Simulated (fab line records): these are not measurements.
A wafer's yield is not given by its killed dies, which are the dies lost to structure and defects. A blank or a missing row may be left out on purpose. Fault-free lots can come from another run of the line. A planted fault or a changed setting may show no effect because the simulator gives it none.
Comparing a struck lot with a sound one    flow sky130    43 out of 708 route steps
Sound: wafers L320.3, L320.5, L320.6. Struck: wafer L321.4 (L321.3, L321.5, from the same lot, were not struck and are left out); the cause is given at the end.
Order at every step that has rows: each side's tool, ch and its chambers, its first start. Under that, the readings that differ: sound wafers    struck wafers    difference of the means    sigmas: that difference in standard deviations of wafers without a fault.
alike: words and numbers the same on both sides, and readings whose means are apart by under 2 such deviations; not compared: readings that were withheld, readings missing a value for some wafer, numbers with overlapping values and no deviation given by the record, and bounds like >300 which may hide the same value.
The two part at a step that has a row with sigmas, a row that says differs or no value, or rows on one side only. Non-overlapping numbers with no deviation appear without sigmas and do not part them. Lack of a reading on every wafer of one side parts them only where that side has two or more wafers.

SKY_VT_ADJUST_LVTN_OVL_MEAS_07:
  sound on overlay-02, day 7 21:13; struck on overlay-02, day 8 04:16
  alike: VT_ADJUST_LVTN_OVL
after that, 1 step had no rows for these wafers: SKY_VT_ADJUST_LVTN_IMPLANT_08.
SKY_VT_ADJUST_LVTN_STRIP_09: strips in O2/N2.
  sound on plasma_asher-01 ch 0,1, day 7 21:26; struck on plasma_asher-01 ch 0, day 8 04:29
  alike: drypump_motor_current_A, oes_product_au, strip_time_to_endpoint_s
  not compared: rf_hours_counter_h
SKY_VT_ADJUST_LVTN_TW_MEAS_10:
  sound on film_metro-01, day 7 21:31; struck on film_metro-01, day 8 04:34
  alike: VT_ADJUST_LVTN_TW
then, 7 steps without rows for these wafers: SKY_VT_ADJUST_LVTN_DEHYDRATE_11 (time 60 s); SKY_VT_ADJUST_LVTN_HMDS_12 (prime time 60 s); SKY_VT_ADJUST_LVTN_COAT_13 (resist thk 1140 nm); SKY_VT_ADJUST_LVTN_SOFTBAKE_14 (time 60 s); SKY_VT_ADJUST_LVTN_EXPOSE_15 (exposes mask HVN STD DERIVED, target cd 600 nm); SKY_VT_ADJUST_LVTN_PEB_16; SKY_VT_ADJUST_LVTN_DEVELOP_17 (develop time 60 s).
SKY_VT_ADJUST_LVTN_OVL_MEAS_18:
  sound on overlay-02, day 8 17:51; struck on overlay-01, day 9 01:06
  alike: VT_ADJUST_LVTN_01_OVL
SKY_VT_ADJUST_LVTN_IMPLANT_19:
  sound on implanter-03 ch 0, day 8 17:56; struck on implanter-03 ch 0, day 9 01:11
  alike: beam_energy_keV
SKY_VT_ADJUST_LVTN_STRIP_20: strips in O2/N2.
  sound on plasma_asher-02 ch 0,1, day 8 18:04; struck on plasma_asher-02 ch 0, day 9 01:19
  alike: drypump_motor_current_A, oes_product_au, strip_time_to_endpoint_s
  not compared: rf_hours_counter_h
SKY_VT_ADJUST_LVTN_TW_MEAS_21:
  sound on film_metro-04, day 8 18:09; struck on film_metro-01, day 9 01:24
reading              sound              struck  difference  sigmas
VT_ADJUST_LVTN_2_TW  188.3 187.8 188.8  179.0   -9.3        -5
then, 7 steps without rows for these wafers: SKY_VT_ADJUST_NCORE_DEHYDRATE_00 (time 60 s); SKY_VT_ADJUST_NCORE_HMDS_01 (prime time 60 s); SKY_VT_ADJUST_NCORE_COAT_02 (resist thk 1140 nm); SKY_VT_ADJUST_NCORE_SOFTBAKE_03 (time 60 s); SKY_VT_ADJUST_NCORE_EXPOSE_04 (exposes mask LVTN COMPLEMENT THIN, target cd 380 nm); SKY_VT_ADJUST_NCORE_PEB_05; SKY_VT_ADJUST_NCORE_DEVELOP_06 (develop time 60 s).
SKY_VT_ADJUST_NCORE_CD_MEAS_07 targets a cd of 380 nm.
  sound on cd_sem-01, day 9 15:41; struck on cd_sem-01, day 9 22:42
  alike: cd_nm
SKY_VT_ADJUST_NCORE_OVL_MEAS_08:
  sound on overlay-01, day 9 15:46; struck on overlay-01, day 9 22:47
  alike: VT_ADJUST_NCORE_OVL
after that, 1 step had no rows for these wafers: SKY_VT_ADJUST_NCORE_IMPLANT_09.
SKY_VT_ADJUST_NCORE_STRIP_10: strips in O2/N2.
  sound on plasma_asher-03 ch 0,1, day 9 15:59; struck on plasma_asher-01 ch 1, day 9 23:00
reading                       sound              struck  difference  sigmas
strip_time_to_endpoint_s (s)  14.20 14.22 14.18  14.12   -0.08       -2
  alike: drypump_motor_current_A, oes_product_au
  not compared: rf_hours_counter_h
SKY_VT_ADJUST_NCORE_TW_MEAS_11:
  sound on film_metro-02, day 9 16:04; struck on film_metro-03, day 9 23:05
  alike: VT_ADJUST_NCORE_TW
then, 7 steps without rows for these wafers: SKY_VT_ADJUST_HVTR_DEHYDRATE_00 (time 60 s); SKY_VT_ADJUST_HVTR_HMDS_01 (prime time 60 s); SKY_VT_ADJUST_HVTR_COAT_02 (resist thk 1140 nm); SKY_VT_ADJUST_HVTR_SOFTBAKE_03 (time 60 s); SKY_VT_ADJUST_HVTR_EXPOSE_04 (exposes mask HVTRM, target cd 380 nm); SKY_VT_ADJUST_HVTR_PEB_05; SKY_VT_ADJUST_HVTR_DEVELOP_06 (develop time 60 s).
SKY_VT_ADJUST_HVTR_CD_MEAS_07 targets a cd of 380 nm.
  sound on cd_sem-02, day 10 13:34; struck on cd_sem-02, day 10 21:38
  alike: cd_nm
SKY_VT_ADJUST_HVTR_OVL_MEAS_08:
  sound on overlay-01, day 10 13:39; struck on overlay-02, day 10 21:44
  alike: VT_ADJUST_HVTR_OVL
after that, 1 step had no rows for these wafers: SKY_VT_ADJUST_HVTR_IMPLANT_09.
SKY_VT_ADJUST_HVTR_STRIP_10: strips in O2/N2.
  sound on plasma_asher-04 ch 0,1, day 10 13:52; struck on plasma_asher-02 ch 1, day 10 21:56
  alike: drypump_motor_current_A, oes_product_au, strip_time_to_endpoint_s
  not compared: rf_hours_counter_h
SKY_VT_ADJUST_HVTR_TW_MEAS_11:
  sound on film_metro-04, day 10 13:57; struck on film_metro-01, day 10 22:02
  alike: VT_ADJUST_HVTR_TW
then, 3 steps without rows for these wafers: SKY_VT_ADJUST_PCH_DEHYDRATE_00 (time 60 s); SKY_VT_ADJUST_PCH_HMDS_01 (prime time 60 s); SKY_VT_ADJUST_PCH_COAT_02 (resist thk 3000 nm).
-- a jump in the record: the struck wafers' starts before and after are 39 days apart (it breaks off in module VT_ADJUST_PCH and resumes in module PAD_OPEN, where the first step shown is number 708 of the route) --
SKY_PAD_OPEN_PROBE_99:
  sound on prober-02, day 49 13:18; struck on prober-02, day 49 14:51
reading                                sound                     struck   difference  sigmas
killed_at_M4_up                        1 1 2                     6        +5          +2
model.etest.nfet_g5v0d10v5.vt_v_range  0.005192 0.01083 0.01615  0.01919  +0.00847    
  alike: killed_at_M0_to_M3, killed_at_contacts, killed_at_front_end, killed_at_other, killed_dies, killed_open, killed_short

== WHERE THEY PART ==
Earliest at SKY_VT_ADJUST_LVTN_TW_MEAS_21; latest, in this record, at SKY_PAD_OPEN_PROBE_99.

WHY: the cause the simulator had injected
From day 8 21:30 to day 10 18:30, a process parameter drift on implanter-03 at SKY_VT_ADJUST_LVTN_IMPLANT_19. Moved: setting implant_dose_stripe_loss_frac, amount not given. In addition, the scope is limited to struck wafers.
